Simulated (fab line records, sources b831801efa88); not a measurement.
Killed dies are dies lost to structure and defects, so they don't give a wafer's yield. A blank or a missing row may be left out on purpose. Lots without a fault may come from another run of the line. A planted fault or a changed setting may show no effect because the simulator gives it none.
fab line records | flow sky130
record lots=6 wafers=18 last_day=51
route steps=708 shown LOCAL_INTERCONNECT@388 PAD_OPEN@708
lots that met no fault: from a run of the same line without faults
start_h: hours from the record's first day to the start of the lot's first wafer shown | wait_h: hours since the lot's step before | " the same as in the row above | L1.1+2: a row that stands for several wafers | - no value, or no start given | * or withheld: withheld | < > ~ a bound
route shown NAME@n: a module of which the file shows steps, and the number in the route of the first | usual: mean/standard deviation of fault-free wafers | same: alike in all rows | chamber/n: place in a boat | sites: the reading at each site | _std_site: their standard deviation | _edge_site: outer sites' mean less inner sites' | radius_mm: how far each site lies from the wafer's centre | mask NAME#n: copy n | behind: the tool/chamber that last shaped the wafer | hold: why the lot was held/for how many hours/how that ended | device: the transistor (n, p or np) that didn't switch | end of line: the same wafers' tests at the end of the route | a step without rows: its recipe alone | killed: dies lost to structure and defects at the first sort, not the wafer's yield | map: a wafer's dies, x killed, . not, _ none there
set.NAME: the setting as run; set.NAME@STEP: as run at that earlier step | model.NAME: the simulator's own value behind a step, which no gauge read
lots at some steps of the route; a table a step, a row a wafer
services: from which hour (start_h, from the record's first day; less than 0 if before it) a tool's chamber was out of use, for how many hours, and why
## steps
# step SKY_LOCAL_INTERCONNECT_RS_MEAS_01
# recipe thk_meas_gauge=four-point-probe reads=TiN_of_LOCAL_INTERCONNECT_SPUTTER_00
# usual LOCAL_INTERCONNECT_TIN_RS=14.20/0.14
# columns lot.wafer tool chamber start_h wait_h LOCAL_INTERCONNECT_TIN_RS[ohm/sq]
L334.1 film_metro-04 - 741.21 0.0 14.19
L334.2 " - " " 14.23
L334.4 " - " " 14.15
L338.1 film_metro-02 - 775.92 0.0 14.16
L338.4 " - " " 14.07
L338.5 " - " " 14.13
L343.1 film_metro-01 - 815.75 0.0 14.38
L343.4 " - " " 14.44
L343.5 " - " " 14.42
L344.1 film_metro-04 - 829.68 0.0 13.96
L344.3 " - " " 13.98
L344.6 " - " " 13.96
L349.2 film_metro-01 - 860.66 0.1 14.33
L349.3 " - " " 14.25
L349.5 " - " " 14.31
L351.1 film_metro-04 - 865.34 0.0 14.29
L351.4 " - " " 14.06
L351.5 " - " " 14.25
# step SKY_LOCAL_INTERCONNECT_THK_MEAS_02
# recipe thk_meas_gauge=xrf reads=TiN_of_LOCAL_INTERCONNECT_SPUTTER_00
# usual LOCAL_INTERCONNECT_TIN_THK=98.7/1.1
# columns lot.wafer tool chamber start_h wait_h LOCAL_INTERCONNECT_TIN_THK[nm]
L334.1 film_metro-04 - 741.33 0.1 98.5
L334.2 " - " " 98.4
L334.4 " - " " 98.8
L338.1 film_metro-02 - 776.04 0.1 98.7
L338.4 " - " " 99.5
L338.5 " - " " 98.8
L343.1 film_metro-01 - 815.87 0.1 98.0
L343.4 " - " " 97.1
L343.5 " - " " 97.8
L344.1 film_metro-04 - 829.80 0.1 100.4
L344.3 " - " " 100.6
L344.6 " - " " 100.7
L349.2 film_metro-01 - 860.77 0.1 98.2
L349.3 " - " " 98.8
L349.5 " - " " 98.4
L351.1 film_metro-04 - 865.46 0.1 98.6
L351.4 " - " " 100.3
L351.5 " - " " 99.2
# step SKY_LOCAL_INTERCONNECT_DEHYDRATE_03
# recipe temp_c=200 time_s=60
# step SKY_LOCAL_INTERCONNECT_HMDS_04
# recipe prime_time_s=60 prime_temp_c=120
# step SKY_LOCAL_INTERCONNECT_COAT_05
# recipe resist=BARC temp_c=withheld time_s=withheld spin_rpm=3000 resist_thk_nm=59.23
# step SKY_LOCAL_INTERCONNECT_COAT_06
# recipe resist=KrF-thick spin_rpm=3000 resist_thk_nm=450
# step SKY_LOCAL_INTERCONNECT_SOFTBAKE_07
# recipe temp_c=100 time_s=90 resist=KrF-thick
# step SKY_LOCAL_INTERCONNECT_EXPOSE_08
# recipe mask_id=LI1M na=0.8 source_shape=annular sigma_inner=0.55 sigma_outer=0.85 target_cd_nm=170 dose_mj=28
# step SKY_LOCAL_INTERCONNECT_PEB_09
# recipe peb_temp_c=withheld peb_time_s=withheld resist=KrF-thick
# step SKY_LOCAL_INTERCONNECT_DEVELOP_10
# recipe develop_time_s=60 resist=KrF-thick dev_temp_c=21
# step SKY_LOCAL_INTERCONNECT_CD_MEAS_11
# recipe target_cd_nm=170
# usual cd_nm=169.6/1.7
# columns lot.wafer tool chamber start_h wait_h cd_nm
L334.1 cd_sem-01 - 768.97 - 169.2
L334.2 " - " " 169.3
L334.4 " - " " 168.8
L338.1 cd_sem-02 - 803.65 - 169.4
L338.4 " - " " 169.1
L338.5 " - " " 168.3
L343.1 cd_sem-02 - 842.32 - 169.4
L343.4 " - " " 170.8
L343.5 " - " " 171.4
L344.1 cd_sem-02 - 856.67 - 168.2
L344.3 " - " " 168.7
L344.6 " - " " 167.8
L349.2 cd_sem-02 - 888.02 - 170.1
L349.3 " - " " 170.6
L349.5 " - " " 170.0
L351.1 cd_sem-01 - 892.10 - 166.7
L351.4 " - " " 168.4
L351.5 " - " " 167.6
# step SKY_LOCAL_INTERCONNECT_OVL_MEAS_12
# usual LOCAL_INTERCONNECT_OVL=1/7
# columns lot.wafer tool chamber start_h wait_h LOCAL_INTERCONNECT_OVL[nm]
L334.1 overlay-01 - 769.09 0.1 6
L334.2 " - " " 10
L334.4 " - " " -2
L338.1 overlay-02 - 803.77 0.1 -2
L338.4 " - " " -5
L338.5 " - " " -8
L343.1 overlay-02 - 842.44 0.1 -11
L343.4 " - " " -13
L343.5 " - " " -8
L344.1 overlay-01 - 856.79 0.1 0
L344.3 " - " " 0
L344.6 " - " " 7
L349.2 overlay-01 - 888.13 0.1 -11
L349.3 " - " " -8
L349.5 " - " " -6
L351.1 overlay-01 - 892.22 0.1 -4
L351.4 " - " " -3
L351.5 " - " " 1
# step SKY_LOCAL_INTERCONNECT_ETCH_13
# recipe chemistry=N2/H2 target=BARC ion_energy_ev=200 bias_w=100 pressure_mtorr=30 n2_flow_sccm=100 h2_flow_sccm=200 icp_w=500 stop_on=SiO2 time_s=45.9 target_depth_a=600
# usual chamber_pressure_mTorr=30.002/0.027 drypump_motor_current_A=5.9/0.67 oes_product_au=0.849/0.0049 run_length_s=74.2/0.69 throttle_valve_pct=13.223/0.0086
# columns lot.wafer tool chamber start_h wait_h chamber_pressure_mTorr drypump_motor_current_A oes_product_au rf_hours_counter_h run_length_s throttle_valve_pct model.KrF-thick_of_LOCAL_INTERCONNECT_COAT_06.thk_nm model.LOCAL_INTERCONNECT.cd_nm model.SiO2_of_SONOS_ONO_CVD_04.thk_nm
L334.1 rie_metal-01 0 769.12 0.0 30.027 6.7 0.854 3 74.2 13.225 393.9 169.2 4.357
L334.2 " 1 " " 30.029 6.1 0.852 0 74.1 13.230 394.3 170.4 4.314
L334.4 " 0 " " 30.047 6.7 0.844 - 74.4 13.222 395.7 169.1 4.377
L338.1 rie_metal-01 1 803.81 0.0 29.982 6.1 0.849 2 73.9 13.227 394.7 169.9 4.206
L338.4 " 1 " " 30.040 6.1 0.842 - 74.4 13.222 392.5 170.1 4.207
L338.5 " 1 " " 29.988 6.2 0.842 - 73.8 13.217 391.6 169.3 4.219
L343.1 rie_metal-01 1 842.47 0.0 29.935 6.1 0.719 4 93.1 13.208 375.7 166.4 3.309
L343.4 " 1 " " 29.992 6.1 0.707 - 93.3 13.202 375.5 167.6 3.269
L343.5 " 1 " " 29.979 6.1 0.708 - 93.4 13.206 376.4 169.1 3.303
L344.1 rie_metal-01 1 856.82 0.0 29.954 6.1 0.709 4 93.1 13.207 375.6 165.1 3.325
L344.3 " 0 " " 30.037 6.6 0.853 - 74.0 13.229 393.3 168.8 4.292
L344.6 " 0 " " 30.033 6.7 0.849 - 74.1 13.220 394.3 167.8 4.283
L349.2 rie_metal-04 0 888.16 0.0 30.023 5.0 0.843 16 75.1 13.230 391.5 169.5 4.349
L349.3 " 1 " " 29.996 6.5 0.850 - 73.6 13.226 391.4 170.8 4.316
L349.5 " 0 " " 29.974 5.0 0.850 - 75.0 13.226 391.7 168.8 4.338
L351.1 rie_metal-03 1 892.26 0.0 29.969 5.7 0.840 2 73.8 13.217 392.6 166.3 4.256
L351.4 " 1 " " 30.000 5.6 0.849 - 74.0 13.214 390.4 168 4.375
L351.5 " 1 " " 29.986 5.7 0.850 - 74.2 13.195 393.2 167.1 4.418
# step SKY_LOCAL_INTERCONNECT_METAL_ETCH_14
# recipe target_depth_nm=110 stop_on=PSG chemistry=Cl2/BCl3 target=TiN resist_sidewall_deg=88 pressure_mtorr=10 icp_w=900 bias_w=48.5 Cl2_flow_sccm=60 bcl3_flow_sccm=30 time_s=31.4
# usual bcl3_flow_sccm=29.99/0.078 chamber_pressure_mTorr=10.001/0.0088 drypump_motor_current_A=5.9/0.67 oes_product_au=0.939/0.0072 run_length_s=59.7/0.72 throttle_valve_pct=21.901/0.0097
# columns lot.wafer tool chamber start_h wait_h bcl3_flow_sccm chamber_pressure_mTorr drypump_motor_current_A oes_product_au rf_hours_counter_h run_length_s throttle_valve_pct model.KrF-thick_of_LOCAL_INTERCONNECT_COAT_06.thk_nm model.LOCAL_INTERCONNECT.cd_nm
L334.1 rie_metal-01 0 769.19 0.0 30.00 10.003 6.7 0.938 3 59.5 21.903 350.2 169.2
L334.2 " 1 " " 29.95 9.989 6.1 0.939 0 59.6 21.887 350.7 170.3
L334.4 " 0 " " 29.93 9.991 6.7 0.940 - 59.6 21.900 351.7 169.2
L338.1 rie_metal-01 1 803.87 0.0 30.07 9.999 6.1 0.940 2 59.9 21.910 351.6 168.6
L338.4 " 1 " " 30.07 10.013 6.1 0.944 - 59.5 21.893 348.9 169.4
L338.5 " 1 " " 30.06 9.998 6.1 0.940 - 59.4 21.900 348.1 168.7
L343.1 rie_metal-01 1 842.54 0.0 30.01 9.992 6.1 0.944 4 60.0 21.899 331.7 166.5
L343.4 " 1 " " 30.07 9.989 6.1 0.924 - 59.6 21.920 331.3 167.4
L343.5 " 1 " " 30.02 9.983 6.1 0.928 - 59.4 21.913 332.3 169.2
L344.1 rie_metal-01 1 856.89 0.0 30.00 10.010 6.1 0.954 4 59.4 21.901 331.9 165.4
L344.3 " 0 " " 30.02 10.000 6.7 0.942 - 59.3 21.908 349.4 168.8
L344.6 " 0 " " 29.90 10.000 6.7 0.958 - 59.9 21.893 350 167.5
L349.2 rie_metal-04 0 888.22 0.0 29.89 10.006 5.0 0.937 16 60.7 21.898 347.8 169.3
L349.3 " 1 " " 30.02 10.002 6.4 0.935 - 59.0 21.911 347.3 170.7
L349.5 " 0 " " 30.06 10.002 5.0 0.938 - 60.4 21.895 347.7 168.7
L351.1 rie_metal-03 1 892.38 0.1 29.99 10.002 5.6 0.939 2 60.2 21.923 347.9 166.2
L351.4 " 1 " " 30.06 10.007 5.6 0.947 - 59.9 21.910 345.2 168.1
L351.5 " 1 " " 30.12 9.996 5.6 0.941 - 59.5 21.918 348.3 167
# step SKY_LOCAL_INTERCONNECT_STRIP_15
# recipe chemistry=O2/N2 power_w=1400 pressure_mtorr=1500 platen_temp_c=withheld o2_flow_sccm=3000 n2_flow_sccm=300 overash_fraction=0.5
# usual chamber_pressure_mTorr=1499.9/1.4 drypump_motor_current_A=5.8/0.32 oes_product_au=0.426/0.0042 strip_time_to_endpoint_s=4.711/0.018
# columns lot.wafer tool chamber start_h wait_h chamber_pressure_mTorr drypump_motor_current_A oes_product_au rf_hours_counter_h strip_time_to_endpoint_s
L334.1 plasma_asher-04 0 769.24 0.0 1499.1 5.6 0.428 2 4.719
L334.2 " 1 " " 1500.9 6.2 0.423 2 4.746
L334.4 " 0 " " 1500.9 5.6 0.425 - 4.729
L338.1 plasma_asher-02 1 803.92 0.0 1500.8 6.1 0.426 102 4.754
L338.4 " 0 " " 1499.0 5.6 0.423 - 4.714
L338.5 " 0 " " 1502.8 5.6 0.433 - 4.720
L343.1 plasma_asher-04 0 842.59 0.0 1500.8 5.6 0.423 10 4.533
L343.4 " 1 " " 1499.5 6.3 0.410 - 4.537
L343.5 " 1 " " 1500.0 6.3 0.416 - 4.539
L344.1 plasma_asher-02 1 856.94 0.0 1498.5 6.1 0.423 108 4.514
L344.3 " 1 " " 1499.5 6.1 0.423 - 4.721
L344.6 " 0 " " 1500.3 5.6 0.432 - 4.724
L349.2 plasma_asher-02 1 888.27 0.0 1498.5 6.1 0.422 111 4.700
L349.3 " 0 " " 1499.1 5.7 0.429 - 4.703
L349.5 " 0 " " 1499.7 5.6 0.418 - 4.688
L351.1 plasma_asher-04 0 892.49 0.1 1500.6 5.6 0.429 15 4.711
L351.4 " 1 " " 1499.5 6.3 0.419 - 4.677
L351.5 " 0 " " 1499.2 5.6 0.437 - 4.709
# step SKY_LOCAL_INTERCONNECT_STRIP_16
# recipe chemistry=post_etch_residue_remover time_s=1200 temp_c=72.5
# step SKY_PAD_OPEN_PROBE_99
# usual killed_at_M0_to_M3=43/7.3 killed_at_M4_up=3.4/2.1 killed_at_contacts=24/5.9 killed_at_front_end=14/4 killed_at_other=0.3/0.54 killed_dies=85/10 killed_on_rim=17/3.7 killed_open=46/7.7 killed_short=38/6
# same gross_dies=492 killed_at_back_side=0
# columns lot.wafer tool chamber start_h wait_h killed_at_M0_to_M3 killed_at_M4_up killed_at_contacts killed_at_front_end killed_at_other killed_dies killed_on_rim killed_open killed_short
L334.1 prober-02 - 1130.02 0.1 58 2 22 21 1 104 16 59 45
L334.2 prober-02 - 1130.07 0.1 57 2 31 8 0 98 20 56 42
L334.4 prober-02 - 1130.17 0.2 42 2 24 8 0 76 13 46 30
L338.1 prober-02 - 1157.77 0.1 45 1 27 14 0 87 15 49 38
L338.4 prober-02 - 1157.92 0.2 43 2 32 18 0 95 17 50 44
L338.5 prober-02 - 1157.97 0.2 42 0 15 16 0 73 16 41 31
L343.1 prober-01 - 1183.94 0.1 52 1 18 11 0 82 18 43 39
L343.4 prober-01 - 1184.09 0.2 61 2 20 8 0 91 17 56 35
L343.5 prober-01 - 1184.14 0.2 35 1 22 12 0 70 14 33 35
L344.1 prober-02 - 1192.42 0.1 47 6 22 15 1 91 15 50 41
L344.3 prober-02 - 1192.52 0.2 51 4 19 10 1 85 18 39 46
L344.6 prober-02 - 1192.67 0.2 36 1 23 18 1 79 13 42 35
L349.2 prober-01 - 1210.54 0.1 47 2 23 9 1 82 13 53 29
L349.3 prober-01 - 1210.59 0.2 52 3 28 12 1 96 21 55 41
L349.5 prober-01 - 1210.69 0.2 57 2 25 13 0 97 14 50 47
L351.1 prober-02 - 1214.84 0.1 53 3 14 9 0 79 12 46 32
L351.4 prober-02 - 1214.99 0.2 42 5 16 17 0 80 13 38 41
L351.5 prober-02 - 1215.04 0.2 36 5 27 20 0 88 17 45 39
# killed by level:class
L334.1 VIA1:geometric_particle:open=14 VIA1:geometric_particle:short=9 LI_CONTACT:geometric_particle:open=8 CONTACT:geometric_particle:open=7 FIELD_ISO:geometric_particle:open=6 METAL1:geometric_particle:short=6 VIA3:geometric_particle:open=6 FIELD_ISO:geometric_particle:short=5
L334.2 CONTACT:geometric_particle:open=11 VIA1:geometric_particle:open=11 VIA2:geometric_particle:open=11 LI_CONTACT:geometric_particle:open=8 VIA1:geometric_particle:short=7 METAL1:geometric_particle:short=7 CONTACT:geometric_particle:short=6 METAL2:geometric_particle:short=6
L334.4 CONTACT:geometric_particle:open=11 VIA1:geometric_particle:open=9 METAL1:geometric_particle:short=6 LI_CONTACT:geometric_particle:open=5 VIA1:geometric_particle:short=5 VIA2:geometric_particle:open=5 METAL2:geometric_particle:short=4 VIA3:geometric_particle:open=4
L338.1 CONTACT:geometric_particle:open=15 VIA1:geometric_particle:open=9 VIA3:geometric_particle:open=8 VIA2:geometric_particle:open=7 METAL1:geometric_particle:short=7 FIELD_ISO:geometric_particle:short=6 CONTACT:geometric_particle:short=6 VIA1:geometric_particle:short=5
L338.4 VIA1:geometric_particle:open=18 CONTACT:geometric_particle:open=14 CONTACT:geometric_particle:short=7 VIA1:geometric_particle:short=6 METAL3:geometric_particle:short=5 FIELD_ISO:geometric_particle:short=4 POLY_GATE:geometric_particle:short=4 LI_CONTACT:geometric_particle:short=4
L338.5 VIA1:geometric_particle:open=13 POLY_GATE:geometric_particle:short=6 VIA3:geometric_particle:open=6 CONTACT:geometric_particle:open=5 METAL3:geometric_particle:short=5 FIELD_ISO:geometric_particle:open=4 METAL1:geometric_particle:short=4 POLY_GATE:geometric_particle:open=3
L343.1 METAL1:geometric_particle:short=8 VIA2:geometric_particle:open=7 VIA3:geometric_particle:open=7 LI_CONTACT:geometric_particle:open=6 CONTACT:geometric_particle:open=6 VIA1:geometric_particle:open=6 VIA1:geometric_particle:short=5 METAL2:geometric_particle:short=5
L343.4 VIA1:geometric_particle:open=14 VIA2:geometric_particle:open=13 CONTACT:geometric_particle:open=8 VIA3:geometric_particle:open=6 LI_CONTACT:geometric_particle:open=5 VIA2:geometric_particle:short=5 METAL2:geometric_particle:short=5 CONTACT:geometric_particle:short=4
L343.5 CONTACT:geometric_particle:open=9 METAL1:geometric_particle:short=6 LI_CONTACT:geometric_particle:open=5 VIA1:geometric_particle:open=4 METAL2:geometric_particle:short=4 CONTACT:geometric_particle:short=4 VIA1:geometric_particle:short=4 VIA3:geometric_particle:open=4
L344.1 VIA1:geometric_particle:open=11 CONTACT:geometric_particle:open=10 VIA2:geometric_particle:open=8 VIA3:geometric_particle:open=8 FIELD_ISO:geometric_particle:short=5 LOCAL_INTERCONNECT:geometric_particle:short=5 METAL1:geometric_particle:short=5 METAL2:geometric_particle:short=5
L344.3 VIA3:geometric_particle:open=9 CONTACT:geometric_particle:open=8 VIA2:geometric_particle:open=7 METAL2:geometric_particle:short=6 CONTACT:geometric_particle:short=6 METAL1:geometric_particle:short=5 VIA1:geometric_particle:open=5 VIA3:geometric_particle:short=5
L344.6 CONTACT:geometric_particle:open=11 VIA1:geometric_particle:open=11 FIELD_ISO:geometric_particle:short=7 VIA3:geometric_particle:open=6 LI_CONTACT:geometric_particle:open=6 METAL2:geometric_particle:short=4 FIELD_ISO:geometric_particle:open=3 POLY_GATE:geometric_particle:open=3
L349.2 CONTACT:geometric_particle:open=11 VIA2:geometric_particle:open=8 VIA1:geometric_particle:open=8 FIELD_ISO:geometric_particle:open=7 LI_CONTACT:geometric_particle:open=6 VIA1:geometric_particle:short=6 VIA3:geometric_particle:open=6 VIA2:geometric_particle:short=4
L349.3 CONTACT:geometric_particle:open=14 METAL1:geometric_particle:short=11 VIA3:geometric_particle:open=10 VIA1:geometric_particle:open=9 FIELD_ISO:geometric_particle:open=5 VIA2:geometric_particle:open=5 POLY_GATE:geometric_particle:open=4 LOCAL_INTERCONNECT:geometric_particle:short=4
L349.5 VIA1:geometric_particle:open=16 CONTACT:geometric_particle:open=8 VIA3:geometric_particle:open=7 METAL2:geometric_particle:short=7 LOCAL_INTERCONNECT:geometric_particle:short=7 METAL1:geometric_particle:short=5 VIA1:geometric_particle:short=5 VIA2:geometric_particle:open=5
L351.1 VIA1:geometric_particle:open=14 VIA2:geometric_particle:open=9 VIA3:geometric_particle:open=7 METAL1:geometric_particle:short=6 VIA2:geometric_particle:short=5 LI_CONTACT:geometric_particle:open=3 CONTACT:geometric_particle:open=3 METAL1:geometric_particle:open=3
L351.4 VIA1:geometric_particle:open=9 VIA1:geometric_particle:short=7 VIA2:geometric_particle:open=6 METAL3:geometric_particle:short=5 LI_CONTACT:geometric_particle:open=5 CONTACT:geometric_particle:open=5 METAL1:geometric_particle:short=5 METAL2:geometric_particle:short=5
L351.5 LI_CONTACT:geometric_particle:open=8 CONTACT:geometric_particle:open=7 VIA2:geometric_particle:open=7 FIELD_ISO:geometric_particle:open=6 CONTACT:geometric_particle:short=6 VIA1:geometric_particle:open=6 LOCAL_INTERCONNECT:geometric_particle:short=5 METAL2:geometric_particle:short=5
## services
# columns tool chamber start_h hours kind
plasma_asher-04 - 762.01 3.9 repair
rie_metal-01 - 814.43 1.4 pm
rie_metal-03 1 819.81 - clean
rie_metal-03 1 819.81 21.0 scheduled_down
rie_metal-03 1 819.81 21.0 vent_cycle
rie_metal-04 - 822.74 0.7 repair
plasma_asher-04 - 839.71 0.7 repair
rie_metal-04 0 841.09 5.7 repair
plasma_asher-02 - 864.67 2.8 pm
rie_metal-03 0 875.33 21.9 repair
## key
first_sign step=SKY_LOCAL_INTERCONNECT_ETCH_13 reading=oes_product_au direction=down sigmas=28 usual=0.849 struck=0.711
effect step=SKY_LOCAL_INTERCONNECT_ETCH_13 reading=run_length_s direction=up sigmas=28 usual=* struck=*
effect step=SKY_LOCAL_INTERCONNECT_STRIP_15 reading=strip_time_to_endpoint_s direction=down sigmas=10 usual=* struck=*
model_effect step=SKY_LOCAL_INTERCONNECT_ETCH_13 value=KrF-thick_of_LOCAL_INTERCONNECT_COAT_06.thk_nm without=393.8 struck=375.8
model_effect step=SKY_LOCAL_INTERCONNECT_METAL_ETCH_14 value=KrF-thick_of_LOCAL_INTERCONNECT_COAT_06.thk_nm without=349.8 struck=331.8
met_at SKY_LOCAL_INTERCONNECT_ETCH_13
struck_wafers L343.1,L343.4,L343.5,L344.1
tester_left_out L343,L344
onset_between 803.81 842.47
fault kind=process_parameter_drift tool=rie_metal-01 chamber=1 onset_h=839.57 steps=SKY_LOCAL_INTERCONNECT_ETCH_13 channel=time_s offset=* shape=step end_h=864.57 acts_in=* stated=*
# tester_left_out: of these lots the tester's yield and bins aren't shown, on N5 and GAA mostly nor the transistor test; their killed dies are dies lost to structure and defects alone, not to doping, threshold or leakage, so they don't give the yield
